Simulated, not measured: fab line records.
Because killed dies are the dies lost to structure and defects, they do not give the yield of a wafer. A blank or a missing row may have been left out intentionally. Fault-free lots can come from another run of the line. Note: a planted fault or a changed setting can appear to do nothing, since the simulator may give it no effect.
fab line records -- flow gf180mcu -- part 1 of 2: steps 1 to 26 of 37
[record] lots = 5, wafers = 15, lastDay = 34
route steps=602 shown SAB@266 SALICIDE@278 CONTACT@287
lots untouched by any fault: they come from a run of this same line in which no faults occurred
startH: the number of hours between the record's first day and the start of the first shown wafer of the lot -- waitH: hours since the lot's step before -- " unchanged from the row above -- L1.1+2: a single row standing in for several wafers -- - no value present, or no start provided -- * or withheld: withheld -- < > ~ a bound
route shown NAME@n: a module of which the file shows steps, and the number in the route of the first -- usual: mean/standard deviation taken from wafers without a fault -- same: alike in all rows -- chamber/n: place in a boat -- sites: the reading at each site -- _std_site: their standard deviation -- _edge_site: mean of outer sites minus mean of inner sites -- radiusMm: how far each site lies from the wafer's centre -- mask NAME#n: copy n -- behind: the tool/chamber that last shaped the wafer -- hold: the reason the lot was held/the length of the hold in hours/how it ended -- device: whichever transistor did not switch (one of n, p or np) -- end of line: tests of these same wafers at the route's end -- a step given without rows: its recipe and nothing more -- killed: at the first sort, the dies lost to defects and structure; wafer yield is something else -- map: shows each die of a wafer: x if killed, . if not, _ if none is there
set.NAME: the run value of the setting; set.NAME@STEP: its run value at that earlier step -- model.NAME: the simulator's own value behind a step, which no gauge read
a table for each step, a row for each wafer; lots at some steps of the route
services: when a tool's chamber went out of use (startH, in hours from the record's first day, below 0 if earlier), for how many hours, and the reason
[[steps]]
[step GF_SAB_DEHYDRATE_02]
[recipe] tempC = 200, timeS = 60
[usual] resistLineTempC = 23.01/0.096
lot.wafer,tool,chamber,startH,waitH,resistLineTempC
L081.1,lithoTrack-02,0,391.00,11.1,23.01
L081.4,lithoTrack-02,0,391.00,11.1,23.01
L081.5,lithoTrack-02,0,391.00,11.1,23.13
L084.2,lithoTrack-04,0,410.68,11.2,23.20
L084.3,lithoTrack-04,0,410.68,11.2,23.06
L084.4,lithoTrack-04,0,410.68,11.2,22.95
L089.1,lithoTrack-01,0,452.52,10.9,23.01
L089.5,lithoTrack-01,0,452.52,10.9,22.94
L089.6,lithoTrack-01,0,452.52,10.9,23.08
L093.2,lithoTrack-02,0,489.37,11.6,23.01
L093.3,lithoTrack-02,0,489.37,11.6,23.02
L093.6,lithoTrack-02,0,489.37,11.6,22.93
L095.1,lithoTrack-02,0,509.15,11.1,22.84
L095.3,lithoTrack-02,0,509.15,11.1,22.92
L095.6,lithoTrack-02,0,509.15,11.1,22.97
[step GF_SAB_HMDS_03]
[recipe] primeTimeS = 60, primeTempC = 120
[usual] resistLineTempC = 23.00/0.1
lot.wafer,tool,chamber,startH,waitH,resistLineTempC
L081.1,lithoTrack-02,0,391.15,0.1,22.95
L081.4,lithoTrack-02,0,391.15,0.1,22.83
L081.5,lithoTrack-02,0,391.15,0.1,22.97
L084.2,lithoTrack-04,0,410.83,0.1,22.94
L084.3,lithoTrack-04,0,410.83,0.1,22.83
L084.4,lithoTrack-04,0,410.83,0.1,22.89
L089.1,lithoTrack-01,0,452.67,0.1,22.86
L089.5,lithoTrack-01,0,452.67,0.1,22.85
L089.6,lithoTrack-01,0,452.67,0.1,22.82
L093.2,lithoTrack-02,0,489.52,0.1,23.01
L093.3,lithoTrack-02,0,489.52,0.1,22.82
L093.6,lithoTrack-02,0,489.52,0.1,22.87
L095.1,lithoTrack-02,0,509.30,0.1,22.94
L095.3,lithoTrack-02,0,509.30,0.1,22.93
L095.6,lithoTrack-02,0,509.30,0.1,22.96
[step GF_SAB_COAT_04]
[recipe] resist = NOVOLAK, spinRpm = 3000, resistThkNm = 1000
[usual] dispensePressureKPa = 49.7/1.2, resistLineTempC = 22.98/0.11, spinSpeedRpm = 3000.1/2.2
lot.wafer,tool,chamber,startH,waitH,dispensePressureKPa,resistLineTempC,spinSpeedRpm
L081.1,lithoTrack-02,0,391.30,0.1,50.7,23.00,3001.5
L081.4,lithoTrack-02,0,391.30,0.1,50.6,23.00,2997.8
L081.5,lithoTrack-02,0,391.30,0.1,50.6,23.13,3001.3
L084.2,lithoTrack-04,0,410.98,0.1,50.4,23.03,2999.9
L084.3,lithoTrack-04,0,410.98,0.1,50.4,23.06,2999.9
L084.4,lithoTrack-04,0,410.98,0.1,50.4,23.01,2999.0
L089.1,lithoTrack-01,0,452.82,0.1,47.9,23.04,2997.8
L089.5,lithoTrack-01,0,452.82,0.1,47.8,22.99,3000.0
L089.6,lithoTrack-01,0,452.82,0.1,47.8,22.96,3000.3
L093.2,lithoTrack-02,0,489.67,0.1,50.6,22.95,2995.8
L093.3,lithoTrack-02,0,489.67,0.1,50.6,22.93,3004.2
L093.6,lithoTrack-02,0,489.67,0.1,50.6,23.03,3000.8
L095.1,lithoTrack-02,0,509.45,0.1,50.6,22.96,3000.4
L095.3,lithoTrack-02,0,509.45,0.1,50.6,22.86,2998.2
L095.6,lithoTrack-02,0,509.45,0.1,50.6,22.99,2996.5
[step GF_SAB_SOFTBAKE_05]
[recipe] tempC = 90, timeS = 60, resist = NOVOLAK
[usual] resistLineTempC = 23.02/0.1
lot.wafer,tool,chamber,startH,waitH,resistLineTempC
L081.1,lithoTrack-02,0,391.45,0.1,23.16
L081.4,lithoTrack-02,0,391.45,0.1,23.14
L081.5,lithoTrack-02,0,391.45,0.1,23.21
L084.2,lithoTrack-04,0,411.13,0.1,23.01
L084.3,lithoTrack-04,0,411.13,0.1,23.04
L084.4,lithoTrack-04,0,411.13,0.1,23.04
L089.1,lithoTrack-01,0,452.97,0.1,23.00
L089.5,lithoTrack-01,0,452.97,0.1,23.13
L089.6,lithoTrack-01,0,452.97,0.1,22.99
L093.2,lithoTrack-02,0,489.82,0.1,22.99
L093.3,lithoTrack-02,0,489.82,0.1,23.03
L093.6,lithoTrack-02,0,489.82,0.1,23.15
L095.1,lithoTrack-02,0,509.60,0.1,22.95
L095.3,lithoTrack-02,0,509.60,0.1,22.90
L095.6,lithoTrack-02,0,509.60,0.1,22.95
[step GF_SAB_EXPOSE_06]
[recipe] maskId = SAB, targetCdNm = 420, na = 0.6, sourceShape = conventional, sigmaOuter = 0.6, doseMj = 140
lot.wafer,tool,chamber,startH,waitH,mask
L081.1+4+5,ilineStepper-02,0,-,-,SAB#0
L084.2+3+4,ilineStepper-01,0,-,-,SAB#0
L089.1+5+6,ilineStepper-02,0,-,-,SAB#0
L093.2+3+6,ilineStepper-02,0,-,-,SAB#0
L095.1+3+6,ilineStepper-01,0,-,-,SAB#0
[step GF_SAB_PEB_07]
[recipe] tempC = withheld, timeS = *, resist = NOVOLAK
[usual] resistLineTempC = *
lot.wafer,tool,chamber,startH,waitH,resistLineTempC
L081.1,lithoTrack-04,0,-,-,*
L081.4,lithoTrack-04,0,-,-,*
L081.5,lithoTrack-04,0,-,-,*
L084.2,lithoTrack-02,0,-,-,*
L084.3,lithoTrack-02,0,-,-,*
L084.4,lithoTrack-02,0,-,-,*
L089.1,lithoTrack-04,0,-,-,*
L089.5,lithoTrack-04,0,-,-,*
L089.6,lithoTrack-04,0,-,-,*
L093.2,lithoTrack-04,0,-,-,*
L093.3,lithoTrack-04,0,-,-,*
L093.6,lithoTrack-04,0,-,-,*
L095.1,lithoTrack-02,0,-,-,*
L095.3,lithoTrack-02,0,-,-,*
L095.6,lithoTrack-02,0,-,-,*
[step GF_SAB_DEVELOP_08]
[recipe] developTimeS = 60, devTempC = 23
[usual] resistLineTempC = 23.01/0.098
lot.wafer,tool,chamber,startH,waitH,resistLineTempC
L081.1,lithoTrack-04,0,402.56,0.1,22.85
L081.4,lithoTrack-04,0,402.56,0.1,23.07
L081.5,lithoTrack-04,0,402.56,0.1,23.04
L084.2,lithoTrack-02,0,422.23,0.1,23.10
L084.3,lithoTrack-02,0,422.23,0.1,23.04
L084.4,lithoTrack-02,0,422.23,0.1,23.02
L089.1,lithoTrack-04,0,464.56,0.1,22.98
L089.5,lithoTrack-04,0,464.56,0.1,23.02
L089.6,lithoTrack-04,0,464.56,0.1,22.81
L093.2,lithoTrack-04,0,501.18,0.1,23.05
L093.3,lithoTrack-04,0,501.18,0.1,23.01
L093.6,lithoTrack-04,0,501.18,0.1,23.06
L095.1,lithoTrack-02,0,521.30,0.1,23.11
L095.3,lithoTrack-02,0,521.30,0.1,23.19
L095.6,lithoTrack-02,0,521.30,0.1,23.04
[step GF_SAB_CD_MEAS_09]
[recipe] targetCdNm = 420
[usual] cdNm = 420.0/2
lot.wafer,tool,chamber,startH,waitH,cdNm
L081.1,cdSem-01,-,402.71,0.1,419.0
L081.4,cdSem-01,-,402.71,0.1,417.7
L081.5,cdSem-01,-,402.71,0.1,419.9
L084.2,cdSem-01,-,422.37,0.1,419.8
L084.3,cdSem-01,-,422.37,0.1,419.1
L084.4,cdSem-01,-,422.37,0.1,420.3
L089.1,cdSem-02,-,464.71,0.1,418.5
L089.5,cdSem-02,-,464.71,0.1,418.0
L089.6,cdSem-02,-,464.71,0.1,420.0
L093.2,cdSem-01,-,501.32,0.1,417.6
L093.3,cdSem-01,-,501.32,0.1,420.7
L093.6,cdSem-01,-,501.32,0.1,420.0
L095.1,cdSem-02,-,521.45,0.1,420.5
L095.3,cdSem-02,-,521.45,0.1,418.7
L095.6,cdSem-02,-,521.45,0.1,418.8
[step GF_SAB_OVL_MEAS_10]
[usual] SAB_OVL = 0.3/1.4
lot.wafer,tool,chamber,startH,waitH,SAB_OVL[nm]
L081.1,overlay-02,-,402.83,0.1,0.6
L081.4,overlay-02,-,402.83,0.1,0.6
L081.5,overlay-02,-,402.83,0.1,0.2
L084.2,overlay-02,-,422.48,0.1,-2.7
L084.3,overlay-02,-,422.48,0.1,-1.8
L084.4,overlay-02,-,422.48,0.1,-2.2
L089.1,overlay-02,-,464.83,0.1,1.7
L089.5,overlay-02,-,464.83,0.1,-0.1
L089.6,overlay-02,-,464.83,0.1,0.3
L093.2,overlay-02,-,501.43,0.1,0.5
L093.3,overlay-02,-,501.43,0.1,-0.8
L093.6,overlay-02,-,501.43,0.1,0.3
L095.1,overlay-01,-,521.57,0.1,-0.2
L095.3,overlay-01,-,521.57,0.1,-1.0
L095.6,overlay-01,-,521.57,0.1,-1.4
[step GF_SAB_ETCH_11]
[recipe] chemistry = C4F8/O2/Ar, maskMaterial = NOVOLAK, target = SiO2, targetDepthNm = 55, sourceW = 1500, biasW = 1200, pressureMtorr = 40, c4f8FlowSccm = withheld, O2_flow_sccm = 6, Ar_flow_sccm = 300, timeS = 8.5
[usual] oesProductAu = 0.999/0.011
lot.wafer,tool,chamber,startH,waitH,oesProductAu,rfHoursCounterH
L081.1,rieDiel-01,1,402.86,0.0,0.996,23
L081.4,rieDiel-01,0,402.86,0.0,0.998,44
L081.5,rieDiel-01,2,402.86,0.0,0.985,-
L084.2,rieDiel-03,1,422.51,0.0,0.981,10
L084.3,rieDiel-03,2,422.51,0.0,1.003,35
L084.4,rieDiel-03,3,422.51,0.0,0.985,6
L089.1,rieDiel-03,2,464.86,0.0,1.002,36
L089.5,rieDiel-03,0,464.86,0.0,0.991,-
L089.6,rieDiel-03,3,464.86,0.0,0.983,-
L093.2,rieDiel-02,1,501.46,0.0,1.009,82
L093.3,rieDiel-02,0,501.46,0.0,0.996,67
L093.6,rieDiel-02,3,501.46,0.0,0.993,-
L095.1,rieDiel-02,3,521.61,0.0,1.002,4
L095.3,rieDiel-02,0,521.61,0.0,0.996,68
L095.6,rieDiel-02,1,521.61,0.0,1.010,-
[step GF_SAB_WET_ETCH_12]
[recipe] chemistry = dHF, targetDepthNm = 22, dry = n2Spin, target = SiO2, tempC = 25, dilution = 100:1, timeS = 440
lot.wafer,tool,chamber,startH,waitH
L081.1+4+5,wetBench-04,2,402.88,0.0
L084.2+3+4,wetBench-01,1,422.53,0.0
L089.1+5+6,wetBench-04,0,464.88,0.0
L093.2+3+6,wetBench-04,0,501.48,0.0
L095.1+3+6,wetBench-04,1,521.63,0.0
[step GF_SAB_STRIP_13]
[recipe] chemistry = O2/N2, powerW = 1400, pressureMtorr = 1500, platenTempC = 250, o2FlowSccm = 3000, n2FlowSccm = 300, overashFraction = 0.5
[usual] drypumpMotorCurrentA = 5.6/0.45, heaterPowerW = 342/25, oesProductAu = 0.709/0.0049, stripTimeToEndpointS = 12.61/0.036
[same] overashFraction = 0.5
lot.wafer,tool,chamber,startH,waitH,drypumpMotorCurrentA,heaterPowerW,oesProductAu,rfHoursCounterH,stripTimeToEndpointS
L081.1,plasmaAsher-01,1,403.03,0.0,6.1,345,0.702,76,12.59
L081.4,plasmaAsher-01,0,403.03,0.0,5.3,313,0.705,-,12.59
L081.5,plasmaAsher-01,1,403.03,0.0,6.1,342,0.710,-,12.57
L084.2,plasmaAsher-03,1,422.66,0.0,5.9,348,0.703,32,12.57
L084.3,plasmaAsher-03,0,422.66,0.0,5.8,344,0.702,-,12.57
L084.4,plasmaAsher-03,1,422.66,0.0,5.9,351,0.714,-,12.57
L089.1,plasmaAsher-04,0,465.01,0.0,4.8,344,0.701,68,12.65
L089.5,plasmaAsher-04,0,465.01,0.0,4.8,338,0.710,-,12.64
L089.6,plasmaAsher-04,1,465.01,0.0,5.7,396,0.709,-,12.65
L093.2,plasmaAsher-04,1,501.61,0.0,5.7,393,0.706,73,12.56
L093.3,plasmaAsher-04,1,501.61,0.0,5.7,408,0.711,-,12.59
L093.6,plasmaAsher-04,0,501.61,0.0,4.8,342,0.706,-,12.54
L095.1,plasmaAsher-04,1,521.76,0.0,5.7,392,0.716,75,12.57
L095.3,plasmaAsher-04,1,521.76,0.0,5.7,392,0.710,-,12.58
L095.6,plasmaAsher-04,1,521.76,0.0,5.7,382,0.713,-,12.55
[step GF_SALICIDE_CLEAN_00]
[recipe] chemistry = SC1/SC2, mix = 1:4:20, tempC = 70, timeS = 150
lot.wafer,tool,chamber,startH,waitH
L081.1+4+5,wetBench-01,2,403.13,0.1
L084.2+3+4,wetBench-03,3,422.76,0.1
L089.1+5+6,wetBench-02,0,465.11,0.1
L093.2+3+6,wetBench-03,0,501.71,0.1
L095.1+3+6,wetBench-03,3,521.86,0.1
[step GF_SALICIDE_WET_ETCH_01]
[recipe] chemistry = dHF, targetDepthNm = 5, dry = ipaMarangoni, target = SiO2, tempC = 25, dilution = 100:1, timeS = 100
lot.wafer,tool,chamber,startH,waitH
L081.1+4+5,wetBench-03,3,403.18,0.0
L084.2+3+4,wetBench-01,0,422.81,0.0
L089.1+5+6,wetBench-01,2,465.16,0.0
L093.2+3+6,wetBench-01,3,501.76,0.0
L095.1+3+6,wetBench-01,0,521.91,0.0
[step GF_SALICIDE_SPUTTER_02]
[recipe] material = Co, targetThkNm = 10, powerW = 1000, timeS = 20, chamberPressurePa = 0.4
[usual] throttleValvePct = 29.8/1.3
lot.wafer,tool,chamber,startH,waitH,throttleValvePct
L081.1,pvdSputter-01,-,403.25,0.0,28.8
L081.4,pvdSputter-01,-,403.25,0.0,30.1
L081.5,pvdSputter-01,-,403.25,0.0,30.0
L084.2,pvdSputter-02,-,422.85,0.0,28.1
L084.3,pvdSputter-02,-,422.85,0.0,32.3
L084.4,pvdSputter-02,-,422.85,0.0,29.5
L089.1,pvdSputter-04,-,465.20,0.0,31.9
L089.5,pvdSputter-04,-,465.20,0.0,29.7
L089.6,pvdSputter-04,-,465.20,0.0,28.3
L093.2,pvdSputter-02,-,501.80,0.0,29.2
L093.3,pvdSputter-02,-,501.80,0.0,29.7
L093.6,pvdSputter-02,-,501.80,0.0,29.6
L095.1,pvdSputter-02,-,521.94,0.0,29.7
L095.3,pvdSputter-02,-,521.94,0.0,27.6
L095.6,pvdSputter-02,-,521.94,0.0,29.6
[step GF_SALICIDE_SPUTTER_03]
[recipe] material = TiN, targetThkNm = 20, powerW = 6500, timeS = 16.7, chamberPressurePa = 0.4
[usual] throttleValvePct = 29.8/1.3
lot.wafer,tool,chamber,startH,waitH,throttleValvePct
L081.1,pvdSputter-01,-,403.28,0.0,29.0
L081.4,pvdSputter-01,-,403.28,0.0,30.2
L081.5,pvdSputter-01,-,403.28,0.0,29.9
L084.2,pvdSputter-02,-,422.88,0.0,27.9
L084.3,pvdSputter-02,-,422.88,0.0,32.1
L084.4,pvdSputter-02,-,422.88,0.0,29.7
L089.1,pvdSputter-04,-,465.23,0.0,31.8
L089.5,pvdSputter-04,-,465.23,0.0,29.8
L089.6,pvdSputter-04,-,465.23,0.0,28.6
L093.2,pvdSputter-02,-,501.83,0.0,29.0
L093.3,pvdSputter-02,-,501.83,0.0,29.7
L093.6,pvdSputter-02,-,501.83,0.0,29.5
L095.1,pvdSputter-02,-,521.97,0.0,29.4
L095.3,pvdSputter-02,-,521.97,0.0,27.6
L095.6,pvdSputter-02,-,521.97,0.0,29.7
[step GF_SALICIDE_RS_MEAS_04]
[recipe] thkMeasGauge = four-point-probe, reads = TiN_of_SALICIDE_SPUTTER_03+Co_of_SALICIDE_SPUTTER_02
[usual] SALICIDE_TIN_RS = 16.3/0.35
lot.wafer,tool,chamber,startH,waitH,SALICIDE_TIN_RS[ohm/sq]
L081.1,filmMetro-04,-,403.30,0.0,16.1
L081.4,filmMetro-04,-,403.30,0.0,16.1
L081.5,filmMetro-04,-,403.30,0.0,16.1
L084.2,filmMetro-04,-,422.92,0.0,16.0
L084.3,filmMetro-04,-,422.92,0.0,16.0
L084.4,filmMetro-04,-,422.92,0.0,16.1
L089.1,filmMetro-04,-,465.25,0.0,15.5
L089.5,filmMetro-04,-,465.25,0.0,15.8
L089.6,filmMetro-04,-,465.25,0.0,16.1
L093.2,filmMetro-02,-,501.87,0.0,16.9
L093.3,filmMetro-02,-,501.87,0.0,16.7
L093.6,filmMetro-02,-,501.87,0.0,16.8
L095.1,filmMetro-04,-,522.00,0.0,15.9
L095.3,filmMetro-04,-,522.00,0.0,15.9
L095.6,filmMetro-04,-,522.00,0.0,16.0
[step GF_SALICIDE_THK_MEAS_05]
[recipe] thkMeasGauge = xrf, reads = TiN_of_SALICIDE_SPUTTER_03
[usual] SALICIDE_TIN_THK = 19.85/0.26
lot.wafer,tool,chamber,startH,waitH,SALICIDE_TIN_THK[nm]
L081.1,filmMetro-04,-,403.42,0.1,19.94
L081.4,filmMetro-04,-,403.42,0.1,19.97
L081.5,filmMetro-04,-,403.42,0.1,19.88
L084.2,filmMetro-04,-,423.03,0.1,20.14
L084.3,filmMetro-04,-,423.03,0.1,19.82
L084.4,filmMetro-04,-,423.03,0.1,20.38
L089.1,filmMetro-04,-,465.37,0.1,19.83
L089.5,filmMetro-04,-,465.37,0.1,20.25
L089.6,filmMetro-04,-,465.37,0.1,19.78
L093.2,filmMetro-02,-,501.98,0.1,19.77
L093.3,filmMetro-02,-,501.98,0.1,19.73
L093.6,filmMetro-02,-,501.98,0.1,19.71
L095.1,filmMetro-04,-,522.12,0.1,19.83
L095.3,filmMetro-04,-,522.12,0.1,19.85
L095.6,filmMetro-04,-,522.12,0.1,19.67
[step GF_SALICIDE_RTA_06]
[recipe] tempC = 530, timeS = 30, ambient = N2
[usual] chamberO2Ppm = 2.006/0.02, lampPowerPct = 5.45/0.3, wafer_temp_C_max = 531.7/0.61
lot.wafer,tool,chamber,startH,waitH,chamberO2Ppm,lampPowerPct,wafer_temp_C_max
L081.1,rtpAnneal-01,0,403.48,0.1,2.018,5.84,531.8
L081.4,rtpAnneal-01,0,403.48,0.1,2.017,5.83,532.6
L081.5,rtpAnneal-01,0,403.48,0.1,1.999,5.83,531.5
L084.2,rtpAnneal-01,0,423.10,0.1,2.026,5.84,532.0
L084.3,rtpAnneal-01,0,423.10,0.1,1.991,5.83,532.1
L084.4,rtpAnneal-01,0,423.10,0.1,1.989,5.83,531.8
L089.1,rtpAnneal-02,0,465.43,0.1,1.997,5.21,531.1
L089.5,rtpAnneal-02,0,465.43,0.1,2.012,5.21,531.7
L089.6,rtpAnneal-02,0,465.43,0.1,1.977,5.22,531.1
L093.2,rtpAnneal-01,0,502.05,0.1,2.002,5.83,531.3
L093.3,rtpAnneal-01,0,502.05,0.1,1.991,5.83,531.7
L093.6,rtpAnneal-01,0,502.05,0.1,2.022,5.83,531.5
L095.1,rtpAnneal-02,0,522.18,0.1,2.003,5.22,531.9
L095.3,rtpAnneal-02,0,522.18,0.1,2.018,5.22,531.5
L095.6,rtpAnneal-02,0,522.18,0.1,2.025,5.22,531.2
[step GF_SALICIDE_WET_ETCH_07]
[recipe] chemistry = SPM, targetDepthNm = 120, dry = n2Spin
lot.wafer,tool,chamber,startH,waitH
L081.1+4+5,wetBench-03,3,403.58,0.1
L084.2+3+4,wetBench-03,0,423.18,0.1
L089.1+5+6,wetBench-02,1,465.53,0.1
L093.2+3+6,wetBench-02,2,502.13,0.1
L095.1+3+6,wetBench-01,1,522.38,0.2
[step GF_SALICIDE_RTA_08]
[recipe] tempC = 800, timeS = 30, ambient = N2
[usual] chamberO2Ppm = 2.006/0.024, lampPowerPct = 15.5/0.84, wafer_temp_C_max = 802.9/1.1
lot.wafer,tool,chamber,startH,waitH,chamberO2Ppm,lampPowerPct,wafer_temp_C_max
L081.1,rtpAnneal-02,0,403.77,0.0,2.016,14.5,801.4
L081.4,rtpAnneal-02,0,403.77,0.0,1.995,14.5,801.5
L081.5,rtpAnneal-02,0,403.77,0.0,2.063,14.5,801.4
L084.2,rtpAnneal-02,0,423.30,0.0,2.013,14.5,803.2
L084.3,rtpAnneal-02,0,423.30,0.0,1.978,14.5,801.5
L084.4,rtpAnneal-02,0,423.30,0.0,1.988,14.5,801.9
L089.1,rtpAnneal-01,0,465.62,0.0,2.031,16.2,802.9
L089.5,rtpAnneal-01,0,465.62,0.0,1.990,16.2,804.1
L089.6,rtpAnneal-01,0,465.62,0.0,2.007,16.2,806.1
L093.2,rtpAnneal-02,0,502.24,0.0,2.013,14.5,800.9
L093.3,rtpAnneal-02,0,502.24,0.0,1.956,14.5,801.2
L093.6,rtpAnneal-02,0,502.24,0.0,1.982,14.5,801.4
L095.1,rtpAnneal-01,0,522.47,0.0,2.025,16.2,804.0
L095.3,rtpAnneal-01,0,522.47,0.0,1.999,16.2,802.3
L095.6,rtpAnneal-01,0,522.47,0.0,2.024,16.2,802.9
[step GF_CONTACT_CVD_00]
[recipe] material = SiO2, targetThkNm = 300, sigmaOpenFrac = 0.3, tempC = 400, timeS = 50, sih4FlowSccm = 60, pressureMtorr = 6
lot.wafer,tool,chamber,startH,waitH
L081.1+4+5,hdpcvd-01,"1,2,1",403.87,0.1
L084.2+3+4,hdpcvd-02,"1,2,0",423.38,0.1
L089.1+5+6,hdpcvd-02,"2,2,0",465.72,0.1
L093.2+3+6,hdpcvd-01,"0,2,0",502.32,0.1
L095.1+3+6,hdpcvd-01,"1,2,0",522.57,0.1
[step GF_CONTACT_THK_MEAS_01]
[recipe] reads = SiO2_of_CONTACT_CVD_00
[usual] CONTACT_CVD_00_THK = 300.6/2.9
lot.wafer,tool,chamber,startH,waitH,CONTACT_CVD_00_THK[nm]
L081.1,filmMetro-01,-,403.91,0.0,301.5
L081.4,filmMetro-01,-,403.91,0.0,301.6
L081.5,filmMetro-01,-,403.91,0.0,304.3
L084.2,filmMetro-04,-,423.44,0.0,295.8
L084.3,filmMetro-04,-,423.44,0.0,294.8
L084.4,filmMetro-04,-,423.44,0.0,302.3
L089.1,filmMetro-04,-,465.77,0.0,299.9
L089.5,filmMetro-04,-,465.77,0.0,301.4
L089.6,filmMetro-04,-,465.77,0.0,304.2
L093.2,filmMetro-01,-,502.38,0.0,298.5
L093.3,filmMetro-01,-,502.38,0.0,304.2
L093.6,filmMetro-01,-,502.38,0.0,297.8
L095.1,filmMetro-04,-,522.61,0.0,301.6
L095.3,filmMetro-04,-,522.61,0.0,307.8
L095.6,filmMetro-04,-,522.61,0.0,301.6
[step GF_CONTACT_CVD_02]
[recipe] material = SiO2, targetThkNm = 860, precursor = TEOS, tempC = 400, timeS = 95.992, rfW = 600
[usual] heaterPowerW = 601/65
lot.wafer,tool,chamber,startH,waitH,heaterPowerW
L081.1,pecvd-02,2,403.97,0.1,693
L081.4,pecvd-02,2,403.97,0.1,538
L081.5,pecvd-02,1,403.97,0.1,635
L084.2,pecvd-01,1,423.49,0.0,530
L084.3,pecvd-01,0,423.49,0.0,561
L084.4,pecvd-01,2,423.49,0.0,621
L089.1,pecvd-02,1,465.83,0.1,632
L089.5,pecvd-02,1,465.83,0.1,487
L089.6,pecvd-02,0,465.83,0.1,581
L093.2,pecvd-01,1,502.43,0.0,451
L093.3,pecvd-01,2,502.43,0.0,521
L093.6,pecvd-01,2,502.43,0.0,587
L095.1,pecvd-02,1,522.67,0.1,628
L095.3,pecvd-02,0,522.67,0.1,637
L095.6,pecvd-02,1,522.67,0.1,522
[step GF_CONTACT_THK_MEAS_03]
[recipe] reads = SiO2_of_CONTACT_CVD_02
[usual] CONTACT_CVD_02_THK = 858/10
lot.wafer,tool,chamber,startH,waitH,CONTACT_CVD_02_THK[nm]
L081.1,filmMetro-01,-,404.04,0.0,851
L081.4,filmMetro-01,-,404.04,0.0,864
L081.5,filmMetro-01,-,404.04,0.0,857
L084.2,filmMetro-01,-,423.57,0.0,848
L084.3,filmMetro-01,-,423.57,0.0,854
L084.4,filmMetro-01,-,423.57,0.0,862
L089.1,filmMetro-01,-,465.90,0.0,855
L089.5,filmMetro-01,-,465.90,0.0,867
L089.6,filmMetro-01,-,465.90,0.0,875
L093.2,filmMetro-02,-,502.51,0.0,861
L093.3,filmMetro-02,-,502.51,0.0,858
L093.6,filmMetro-02,-,502.51,0.0,874
L095.1,filmMetro-02,-,522.74,0.0,848
L095.3,filmMetro-02,-,522.74,0.0,850
L095.6,filmMetro-02,-,522.74,0.0,860
[step GF_CONTACT_CMP_04]
[recipe] material = SiO2, downForcePsi = 4, platenRpm = 60, padVelocityMS = 0.94248
[usual] motorCurrentA = 11.6/0.65, platenRpm = 60.00/0.041, retainingRingPressureFrac = 1.000/0.0047, timeToEndpointS = 111/5.4
lot.wafer,tool,chamber,startH,waitH,motorCurrentA,platenRpm,retainingRingPressureFrac,timeToEndpointS
L081.4,cmp-02,3,404.10,0.0,11.6,60.03,0.998,115
L081.1,cmp-02,1,404.10,0.0,10.8,59.99,0.995,108
L081.5,cmp-02,3,404.10,0.0,11.6,60.01,0.999,113
L084.2,cmp-02,2,423.78,0.2,11.6,59.98,1.011,106
L084.4,cmp-02,3,423.78,0.2,10.7,59.96,1.007,112
L084.3,cmp-02,0,423.78,0.2,11.5,59.92,1.002,114
L089.1,cmp-02,0,466.01,0.1,11.5,60.01,0.997,111
L089.5,cmp-02,3,466.01,0.1,10.8,59.99,1.014,112
L089.6,cmp-02,0,466.01,0.1,11.1,59.96,1.003,122
L093.2,cmp-01,0,502.66,0.1,12.4,59.97,0.997,111
L093.3,cmp-01,1,502.66,0.1,10.6,60.04,1.004,114
L093.6,cmp-01,3,502.66,0.1,11.6,60.07,1.003,117
L095.3,cmp-02,1,522.80,0.0,11.3,60.01,0.995,108
L095.1,cmp-02,3,522.80,0.0,10.9,60.04,1.000,102
L095.6,cmp-02,1,522.80,0.0,11.6,59.98,0.996,110
